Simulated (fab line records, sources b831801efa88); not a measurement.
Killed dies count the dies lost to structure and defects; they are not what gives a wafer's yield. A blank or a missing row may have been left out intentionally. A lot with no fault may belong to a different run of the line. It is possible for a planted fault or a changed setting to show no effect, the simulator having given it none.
Struck lot and sound lot, side by side | flow sky130 | 39 out of 708 route steps
Sound: wafers L276.2, L276.4, L276.5. Wafers struck: L259.2, L259.3, L259.5. At the end, the cause is stated.
Each step with rows lists, per side, the tool, then ch with its chambers, then its first start. Under that, the readings that differ: sound wafers | struck wafers | difference of the means | sigmas: that difference in standard deviations of wafers without a fault.
alike: a reading whose means differ by less than 2 such deviations, as well as words and numbers matching on both sides. not compared: withheld readings; readings where some wafer has no value; bounds like >300 that might hide an equal value; numbers whose values overlap and for which the record gives no deviation.
The two part at a step that has a row with sigmas, a row that says differs or no value, or rows on one side only. Numbers that don't overlap but have no deviation are shown without sigmas and don't part them. Lack of a reading on every wafer of one side parts them only where that side has two or more wafers.

first, 10 steps without rows for these wafers: SKY_VIA4_STRIP_14 (strips in post etch residue remover, time 1200 s); SKY_VIA4_CLEAN_15 (cleans in IPA, time 180 s); SKY_VIA4_CLEAN_16 (cleans in O3/DIW); SKY_VIA4_SPUTTER_17 (material TiN, target thk 20 nm, time 80 s); SKY_VIA4_CVD_18 (deposits W, target thk 505 nm, time 152.14 s); SKY_VIA4_CMP_21 (polishes, stops on SiO2, t overpolish 25 s, target thk 0 nm); SKY_METAL5_SPUTTER_00 (material Ti, target thk 15 nm, time 10 s); SKY_METAL5_SPUTTER_01 (material TiN, target thk 20 nm, time 16.7 s); SKY_METAL5_SPUTTER_02 (material AlCu, target thk 1150 nm, time 61.2 s); SKY_METAL5_SPUTTER_03 (material Ti, target thk 5 nm, time 3.3 s).
SKY_METAL5_SPUTTER_04: material TiN, target thk 70 nm, time 58.3 s.
  sound: pvdSputter-03 at day 48 05:20; struck: pvdSputter-02 at day 44 01:53
  no value came back on the struck wafers for cathodeDcPowerW (W), chamberPressurePa (Pa), throttleValvePct (%); on the sound wafers cathodeDcPowerW (W) reads 6499.0 6499.2 6499.2
SKY_METAL5_THK_MEAS_06: measures by xrf.
  sound: filmMetro-01 at day 48 05:31; struck: filmMetro-02 at day 44 02:03
reading              | sound          | struck         | difference | sigmas
METAL5_ALCU_THK (nm) | 1176 1144 1154 | 1326 1333 1339 | +175       | +13
then, 8 steps without rows for these wafers: SKY_METAL5_DEHYDRATE_07 (time 60 s); SKY_METAL5_HMDS_08 (prime time 60 s); SKY_METAL5_COAT_09 (resist thk 1800 nm); SKY_METAL5_SOFTBAKE_10 (time 60 s); SKY_METAL5_EXPOSE_11 (exposes mask MM5, target cd 1600 nm); SKY_METAL5_PEB_12; SKY_METAL5_DEVELOP_13 (develop time 60 s); SKY_METAL5_DESCUM_14 (chemistry O2, time 11 s).
SKY_METAL5_METAL_ETCH_15: etches the open film in Cl2/BCl3, stops on SiO2, target depth 1260 nm, time 252 s.
  sound on rieMetal-03 ch 0,1, day 48 22:58; struck on rieMetal-03 ch 0, day 44 23:31
reading             | sound             | struck            | difference | sigmas
oesProductAu (a.u.) | 0.890 0.893 0.886 | 0.867 0.867 0.869 | -0.022     | -4
  alike: biasW, drypumpMotorCurrentA, throttleValvePct
  not compared: rfHoursCounterH
then, 13 steps without rows for these wafers: SKY_METAL5_STRIP_16 (strips in O2/N2); SKY_METAL5_STRIP_17 (strips in post etch residue remover, time 1200 s); SKY_METAL5_CLEAN_18 (cleans in IPA, time 180 s); SKY_METAL5_CLEAN_19 (cleans in O3/DIW); SKY_PASSIVATION_CVD_00 (deposits SiO2, target thk 90 nm); SKY_PASSIVATION_CVD_02 (deposits Si3N4, target thk 540 nm); SKY_PASSIVATION_DEHYDRATE_04 (time 60 s); SKY_PASSIVATION_HMDS_05 (prime time 60 s); SKY_PASSIVATION_COAT_06 (resist thk 3000 nm); SKY_PASSIVATION_SOFTBAKE_07; SKY_PASSIVATION_EXPOSE_08 (exposes mask NSM, target cd 3000 nm); SKY_PASSIVATION_PEB_09; SKY_PASSIVATION_DEVELOP_10 (develop time 60 s).
SKY_PASSIVATION_ETCH_11: etches the open film in CF4/O2, stops on AlCu, target depth 725 nm, time 161.1 s.
  sound on rieDiel-04 ch 0,1, day 49 17:15; struck on rieDiel-03 ch 0,1,2, day 45 21:39
reading                               | sound             | struck            | difference | sigmas
oesProductAu (a.u.)                   | 0.975 0.972 0.984 | 0.990 0.993 0.994 | +0.015     | +2
model.PASSIVATION.featureDepthNm (nm) | 701.9 708 709.4   | 725 725 725       | +19        | 
  alike: biasW, cf4FlowSccm, drypumpMotorCurrentA, throttleValvePct
  not compared: rfHoursCounterH
then, 2 steps without rows for these wafers: SKY_PASSIVATION_STRIP_12 (strips in O2/N2); SKY_PAD_OPEN_DEHYDRATE_00 (time 60 s).
SKY_PAD_OPEN_ETCH_07: etches the open film in CF4/O2, stops on AlCu, target depth 725 nm, time 161.1 s.
  sound on rieDiel-03 ch 1,3, day 50 09:46; struck on rieDiel-02 ch 0,1,3, day 46 17:35
reading                            | sound           | struck      | difference | sigmas
model.PAD_OPEN.featureDepthNm (nm) | 701.9 708 709.4 | 725 725 725 | +19        | 
  alike: biasW, cf4FlowSccm, drypumpMotorCurrentA, oesProductAu, throttleValvePct
  not compared: rfHoursCounterH
SKY_PAD_OPEN_PROBE_99:
  sound: prober-01 at day 50 12:12; struck: prober-01 at day 46 20:01
  alike: defectLimitedYield, killed_at_M0_to_M3, killed_at_M4_up, killedAtContacts, killedAtFrontEnd, killedAtOther, killedDies, killedOpen, killedShort, sort_bin_3_pad_short, sort_bin_5_function, sort_bin_6_memory, sortNPass, sortYieldPct

## WHERE THEY PART
Earliest at SKY_METAL5_SPUTTER_04; latest, in this record, at SKY_PASSIVATION_ETCH_11. Later steps at which nothing parts them and some readings are alike: SKY_PAD_OPEN_ETCH_07, SKY_PAD_OPEN_PROBE_99.

WHY: the cause the simulator had injected
Whole step skipped at SKY_METAL5_SPUTTER_04 on pvdSputter-02, starting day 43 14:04. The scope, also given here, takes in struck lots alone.
